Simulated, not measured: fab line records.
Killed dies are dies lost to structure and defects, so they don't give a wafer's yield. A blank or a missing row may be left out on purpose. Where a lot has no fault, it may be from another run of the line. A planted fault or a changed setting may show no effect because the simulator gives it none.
fab line records ; flow sky130
record: lots: 14; wafers: 42; last_day: 49
route steps=708 shown CONTACT@432 METAL1@437 VIA1@482
lots that met no fault: from a run of the same line without faults
start_h: hours from the record's first day to the start of the lot's first wafer shown ; wait_h: time in hours since the lot's previous step ; " the same as in the row above ; L1.1+2: one row covering several wafers at once ; - no value, or no start was given ; * or withheld: withheld ; < > ~ a bound
route shown NAME@n: names a module that has steps shown in the file, with the first one's number in the route ; usual: average and standard deviation across the fault-free wafers ; same: alike in all rows ; chamber/n: place in a boat ; sites: per-site readings ; _std_site: the standard deviation of these ; _edge_site: mean of outer sites minus mean of inner sites ; radius_mm: for every site, how far away it sits from the centre of the wafer ; mask NAME#n: copy n ; behind: the tool/chamber that last shaped the wafer ; hold: the reason the lot was held/the length of the hold in hours/how it ended ; device: whichever transistor did not switch (one of n, p or np) ; end of line: tests of these same wafers at the route's end ; a step without rows: its recipe alone ; killed: the dies lost at the first sort to structure and to defects; this is not the yield of the wafer ; map: the dies of a wafer, with x for killed, . for not killed, _ for no die there
set.NAME: setting as actually run; set.NAME@STEP: the setting as run at that earlier step ; model.NAME: the simulator's own value behind a step, which no gauge read
steps of the route over a sample of lots; a table a step, a row a wafer
services: when a tool's chamber went out of use (start_h, in hours from the record's first day, below 0 if earlier), for how many hours, and the reason
== steps ==
step: SKY_CONTACT_THK_MEAS_26
recipe: thk_meas_gauge: xrf; reads: W_of_CONTACT_CVD_24
usual: CONTACT_W_THK: 340/4.6
lot.wafer;tool;chamber;start_h;wait_h;CONTACT_W_THK[nm]
L825.1;film_metro-04;-;744.23;0.1;339
L825.3;film_metro-04;-;744.23;0.1;339
L825.5;film_metro-04;-;744.23;0.1;338
L826.2;film_metro-04;-;750.60;0.1;345
L826.4;film_metro-04;-;750.60;0.1;342
L826.6;film_metro-04;-;750.60;0.1;345
L827.1;film_metro-02;-;758.52;0.1;337
L827.4;film_metro-02;-;758.52;0.1;343
L827.6;film_metro-02;-;758.52;0.1;334
L829.4;film_metro-04;-;768.77;0.1;344
L829.5;film_metro-04;-;768.77;0.1;346
L829.6;film_metro-04;-;768.77;0.1;343
L828.1;film_metro-03;-;771.17;0.1;339
L828.2;film_metro-03;-;771.17;0.1;343
L828.5;film_metro-03;-;771.17;0.1;349
L831.1;film_metro-02;-;779.38;0.1;328
L831.2;film_metro-02;-;779.38;0.1;341
L831.3;film_metro-02;-;779.38;0.1;334
L830.1;film_metro-04;-;779.51;0.1;343
L830.4;film_metro-04;-;779.51;0.1;347
L830.5;film_metro-04;-;779.51;0.1;347
L832.2;film_metro-03;-;792.43;0.1;337
L832.4;film_metro-03;-;792.43;0.1;338
L832.6;film_metro-03;-;792.43;0.1;340
L833.2;film_metro-04;-;795.58;0.1;348
L833.3;film_metro-04;-;795.58;0.1;337
L833.4;film_metro-04;-;795.58;0.1;343
L834.1;film_metro-03;-;805.57;0.1;333
L834.2;film_metro-03;-;805.57;0.1;338
L834.5;film_metro-03;-;805.57;0.1;334
L835.2;film_metro-02;-;822.82;0.1;342
L835.5;film_metro-02;-;822.82;0.1;340
L835.6;film_metro-02;-;822.82;0.1;340
L837.1;film_metro-02;-;834.53;0.1;334
L837.2;film_metro-02;-;834.53;0.1;341
L837.5;film_metro-02;-;834.53;0.1;336
L839.2;film_metro-02;-;849.71;0.1;342
L839.4;film_metro-02;-;849.71;0.1;345
L839.5;film_metro-02;-;849.71;0.1;342
L841.1;film_metro-03;-;864.78;0.1;338
L841.3;film_metro-03;-;864.78;0.1;335
L841.6;film_metro-03;-;864.78;0.1;334
step: SKY_METAL1_SPUTTER_03
recipe: material: Ti; target_thk_nm: 5; power_w: 3000; time_s: 3.3; chamber_pressure_pa: 0.4
usual: throttle_valve_pct: 29.8/0.8
lot.wafer;tool;chamber;start_h;wait_h;throttle_valve_pct
L825.1;pvd_sputter-04;-;744.90;0.0;29.4
L825.3;pvd_sputter-04;-;744.90;0.0;30.8
L825.5;pvd_sputter-04;-;744.90;0.0;30.6
L826.2;pvd_sputter-02;-;751.02;0.0;29.8
L826.4;pvd_sputter-02;-;751.02;0.0;28.9
L826.6;pvd_sputter-02;-;751.02;0.0;29.9
L827.1;pvd_sputter-04;-;758.95;0.0;30.7
L827.4;pvd_sputter-04;-;758.95;0.0;29.1
L827.6;pvd_sputter-04;-;758.95;0.0;31.0
L829.4;pvd_sputter-04;-;769.17;0.0;30.9
L829.5;pvd_sputter-04;-;769.17;0.0;30.7
L829.6;pvd_sputter-04;-;769.17;0.0;31.0
L828.1;pvd_sputter-04;-;771.60;0.0;29.2
L828.2;pvd_sputter-04;-;771.60;0.0;30.9
L828.5;pvd_sputter-04;-;771.60;0.0;31.1
L831.1;pvd_sputter-01;-;779.81;0.0;30.5
L831.2;pvd_sputter-01;-;779.81;0.0;29.9
L831.3;pvd_sputter-01;-;779.81;0.0;29.5
L830.1;pvd_sputter-02;-;779.94;0.0;28.8
L830.4;pvd_sputter-02;-;779.94;0.0;29.0
L830.5;pvd_sputter-02;-;779.94;0.0;29.9
L832.2;pvd_sputter-04;-;792.85;0.0;31.1
L832.4;pvd_sputter-04;-;792.85;0.0;30.6
L832.6;pvd_sputter-04;-;792.85;0.0;31.2
L833.2;pvd_sputter-01;-;796.00;0.0;30.0
L833.3;pvd_sputter-01;-;796.00;0.0;28.7
L833.4;pvd_sputter-01;-;796.00;0.0;30.6
L834.1;pvd_sputter-04;-;806.00;0.0;31.1
L834.2;pvd_sputter-04;-;806.00;0.0;30.8
L834.5;pvd_sputter-04;-;806.00;0.0;29.3
L835.2;pvd_sputter-04;-;823.24;0.0;30.9
L835.5;pvd_sputter-04;-;823.24;0.0;31.0
L835.6;pvd_sputter-04;-;823.24;0.0;29.2
L837.1;pvd_sputter-01;-;834.97;0.0;30.4
L837.2;pvd_sputter-01;-;834.97;0.0;28.7
L837.5;pvd_sputter-01;-;834.97;0.0;29.7
L839.2;pvd_sputter-02;-;850.13;0.0;29.5
L839.4;pvd_sputter-02;-;850.13;0.0;28.8
L839.5;pvd_sputter-02;-;850.13;0.0;29.8
L841.1;pvd_sputter-04;-;865.29;0.0;31.2
L841.3;pvd_sputter-04;-;865.29;0.0;30.6
L841.6;pvd_sputter-04;-;865.29;0.0;31.2
step: SKY_METAL1_METAL_ETCH_19
recipe: target_depth_a: 3600; stop_on: SiO2; over_etch_frac: 0.3; time_s: 78; chemistry: Cl2/BCl3; resist_sidewall_deg: 88; pressure_mtorr: 10; icp_w: 900; bias_w: 48.5; Cl2_flow_sccm: 60; bcl3_flow_sccm: 30
usual: drypump_motor_current_A: 5.8/0.5; oes_product_au: 0.855/0.0062; throttle_valve_pct: 22.264/0.008
lot.wafer;tool;chamber;start_h;wait_h;drypump_motor_current_A;oes_product_au;rf_hours_counter_h;throttle_valve_pct
L825.1;rie_metal-01;0;769.84;0.1;4.9;0.855;3;22.257
L825.3;rie_metal-01;1;769.84;0.1;5.7;0.851;-;22.264
L825.5;rie_metal-01;1;769.84;0.1;5.7;0.858;-;22.261
L826.2;rie_metal-04;1;777.90;0.0;6.0;0.846;0;22.266
L826.4;rie_metal-04;0;777.90;0.0;6.4;0.855;-;22.269
L826.6;rie_metal-04;0;777.90;0.0;6.4;0.852;-;22.262
L827.1;rie_metal-04;1;785.91;0.0;6.0;0.859;1;22.269
L827.4;rie_metal-04;0;785.91;0.0;6.5;0.858;-;22.259
L827.6;rie_metal-04;1;785.91;0.0;6.0;0.857;-;22.263
L829.4;rie_metal-01;0;795.79;0.1;4.9;0.859;-;22.275
L829.5;rie_metal-01;1;795.79;0.1;5.7;0.853;-;22.267
L829.6;rie_metal-01;0;795.79;0.1;4.9;0.858;-;22.260
L828.1;rie_metal-04;0;798.26;0.0;6.4;0.855;9;22.264
L828.2;rie_metal-04;1;798.26;0.0;5.9;0.850;1;22.261
L828.5;rie_metal-04;1;798.26;0.0;6.0;0.854;-;22.251
L831.1;rie_metal-03;1;807.00;0.0;5.9;0.845;1;22.271
L831.2;rie_metal-03;0;807.00;0.0;5.5;0.856;8;22.262
L831.3;rie_metal-03;0;807.00;0.0;5.5;0.857;-;22.269
L830.1;rie_metal-01;0;807.11;0.0;4.9;0.854;4;22.250
L830.4;rie_metal-01;0;807.11;0.0;4.8;0.852;-;22.258
L830.5;rie_metal-01;0;807.11;0.0;4.9;0.856;-;22.271
L832.2;rie_metal-01;0;820.11;0.0;4.8;0.854;5;22.267
L832.4;rie_metal-01;1;820.11;0.0;5.7;0.850;-;22.259
L832.6;rie_metal-01;0;820.11;0.0;4.8;0.855;-;22.254
L833.2;rie_metal-04;0;823.00;0.0;6.4;0.856;10;22.261
L833.3;rie_metal-04;1;823.00;0.0;5.9;0.857;-;22.254
L833.4;rie_metal-04;0;823.00;0.0;6.4;0.852;-;22.278
L834.1;rie_metal-04;0;833.22;0.0;6.5;0.855;10;22.272
L834.2;rie_metal-04;1;833.22;0.0;6.0;0.855;2;22.264
L834.5;rie_metal-04;0;833.22;0.0;6.4;0.859;-;22.265
L835.2;rie_metal-03;0;849.16;0.0;5.5;0.848;9;22.270
L835.5;rie_metal-03;0;849.16;0.0;5.5;0.853;-;22.267
L835.6;rie_metal-03;1;849.16;0.0;5.9;0.860;-;22.265
L837.1;rie_metal-04;0;860.76;0.0;6.4;0.854;11;22.268
L837.2;rie_metal-04;1;860.76;0.0;5.9;0.849;3;22.274
L837.5;rie_metal-04;1;860.76;0.0;5.9;0.860;-;22.266
L839.2;rie_metal-04;0;875.75;0.0;6.5;0.863;12;22.265
L839.4;rie_metal-04;0;875.75;0.0;6.4;0.848;-;22.258
L839.5;rie_metal-04;1;875.75;0.0;6.0;0.857;-;22.265
L841.1;rie_metal-01;0;890.96;0.0;4.9;0.852;8;22.254
L841.3;rie_metal-01;1;890.96;0.0;5.7;0.854;-;22.262
L841.6;rie_metal-01;1;890.96;0.0;5.7;0.846;-;22.266
step: SKY_VIA1_CMP_24
recipe: stop_on: SiO2; t_overpolish_s: 15; down_force_psi: 3.5; platen_rpm: 60; target_thk_nm: 0; pad_velocity_m_s: 0.94248
usual: motor_current_A: 11.0/1.3; overpolish_run_s: 15.000/0.0083; platen_rpm: 60.00/0.034; time_to_endpoint_s: 65/3.5
lot.wafer;tool;chamber;start_h;wait_h;motor_current_A;overpolish_run_s;platen_rpm;time_to_endpoint_s
L825.3;cmp-02;3;798.76;0.1;9.5;14.997;60.07;62
L825.1;cmp-02;1;798.76;0.1;10.3;15.008;60.01;61
L825.5;cmp-02;2;798.76;0.1;11.8;14.997;60.02;62
L826.2;cmp-02;0;807.71;0.1;13.8;15.011;60.00;71
L826.4;cmp-02;2;807.71;0.1;12.0;15.006;60.04;65
L826.6;cmp-02;0;807.71;0.1;13.7;14.988;60.01;67
L827.4;cmp-01;0;814.51;0.1;11.1;15.008;60.01;66
L827.1;cmp-01;1;814.51;0.1;9.7;14.996;59.96;64
L827.6;cmp-01;3;814.51;0.1;10.8;15.003;60.05;61
L829.4;cmp-02;3;825.09;0.2;9.2;14.995;60.01;61
L829.6;cmp-02;0;825.09;0.2;13.3;14.983;60.00;68
L829.5;cmp-02;1;825.09;0.2;9.9;15.009;59.91;61
L828.1;cmp-02;2;827.37;0.1;11.2;14.994;60.01;66
L828.2;cmp-02;1;827.37;0.1;10.5;14.994;59.98;67
L828.5;cmp-02;2;827.37;0.1;11.6;15.006;60.01;63
L831.2;cmp-02;3;835.72;0.0;9.2;15.010;60.01;65
L831.1;cmp-02;0;835.72;0.0;13.3;14.997;60.01;72
L831.3;cmp-02;2;835.72;0.0;11.0;14.996;60.00;68
L830.1;cmp-01;2;836.06;0.1;11.0;15.010;59.99;66
L830.4;cmp-01;3;836.06;0.1;10.6;15.001;60.01;66
L830.5;cmp-01;1;836.06;0.1;10.3;15.006;60.01;67
L832.4;cmp-01;3;848.15;0.1;11.0;15.003;60.01;68
L832.2;cmp-01;0;848.15;0.1;11.4;14.997;60.06;64
L832.6;cmp-01;2;848.15;0.1;11.0;14.995;60.05;68
L833.3;cmp-01;2;851.22;0.0;10.4;15.001;60.06;67
L833.4;cmp-01;3;851.22;0.0;11.3;14.998;60.02;66
L833.2;cmp-01;0;851.22;0.0;11.6;14.997;60.00;70
L834.1;cmp-02;3;861.36;0.1;9.4;15.017;60.04;61
L834.2;cmp-02;1;861.36;0.1;10.3;15.010;60.01;61
L834.5;cmp-02;2;861.36;0.1;11.9;15.004;59.94;64
L835.2;cmp-01;2;876.52;0.2;11.0;15.006;59.98;62
L835.5;cmp-01;3;876.52;0.2;11.5;15.000;60.01;66
L835.6;cmp-01;0;876.52;0.2;12.2;15.000;59.97;65
L837.2;cmp-02;0;888.77;0.1;14.2;0.041;59.95;102
L837.1;cmp-02;2;888.77;0.1;12.8;15.011;60.05;63
L837.5;cmp-02;3;888.77;0.1;9.2;14.988;59.99;62
L839.4;cmp-01;3;903.61;0.1;10.7;15.017;59.98;63
L839.2;cmp-01;0;903.61;0.1;11.2;14.987;60.02;62
L839.5;cmp-01;1;903.61;0.1;10.0;14.994;60.01;63
L841.3;cmp-02;1;917.80;0.0;10.3;0.045;59.99;103
L841.1;cmp-02;2;917.80;0.0;11.5;14.995;60.00;65
L841.6;cmp-02;1;917.80;0.0;10.7;0.039;60.05;104
== services ==
tool;chamber;start_h;hours;kind
rie_metal-04;1;737.19;-;clean
rie_metal-04;1;737.19;19.9;scheduled_down
rie_metal-04;1;737.19;19.9;vent_cycle
cmp-02;-;740.48;4.0;repair
cmp-02;-;744.47;4.0;pm
cmp-02;-;748.47;-;consumable_replace:conditioner
cmp-02;-;748.47;-;consumable_replace:pad
rie_metal-03;1;756.82;-;clean
rie_metal-03;1;756.82;28.7;scheduled_down
rie_metal-03;1;756.82;28.7;vent_cycle
pvd_sputter-02;-;763.99;2.8;repair
cmp-01;-;772.75;6.6;pm
cmp-01;-;785.66;0.7;repair
cmp-01;-;820.77;0.5;repair
rie_metal-04;-;828.11;2.8;pm
cmp-02;-;838.25;2.7;repair
rie_metal-03;1;840.40;2.4;repair
pvd_sputter-01;-;878.05;16.1;repair
cmp-02;-;899.44;6.2;repair
cmp-02;-;906.38;4.1;repair
cmp-01;-;912.06;4.0;pm
rie_metal-01;-;912.37;2.8;pm
cmp-01;-;916.06;-;consumable_replace:conditioner
cmp-01;-;916.06;-;consumable_replace:pad
== key ==
first_sign: step: SKY_VIA1_CMP_24; reading: overpolish_run_s; direction: down; sigmas: 99+; usual: 15.000; struck: 0.042
effect: step: SKY_VIA1_CMP_24; reading: time_to_endpoint_s; direction: up; sigmas: 11; usual: *; struck: *
met_at SKY_VIA1_CMP_24
struck_lots L837,L841
struck_wafers L837.2,L841.3,L841.6
later_rows_left_out L837.2,L841.3,L841.6
sort_left_out L837.2,L841.3,L841.6
not_acting_at SKY_CONTACT_THK_MEAS_26,SKY_METAL1_SPUTTER_03,SKY_METAL1_METAL_ETCH_19
onset_between 861.36 888.77
fault: kind: process_parameter_drift; tool: cmp-02; chamber: -; onset_h: 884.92; steps: SKY_VIA1_CMP_24; channel: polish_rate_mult; offset: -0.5; shape: step; end_h: 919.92; scope: struck_wafers_only
sort_left_out: the simulated sort isn't trusted on such a fault, so these wafers' sort isn't shown, and their yield isn't known
later_rows_left_out: the simulator's readings of these wafers behind a module that went badly wrong aren't trusted and aren't shown, but for the sort
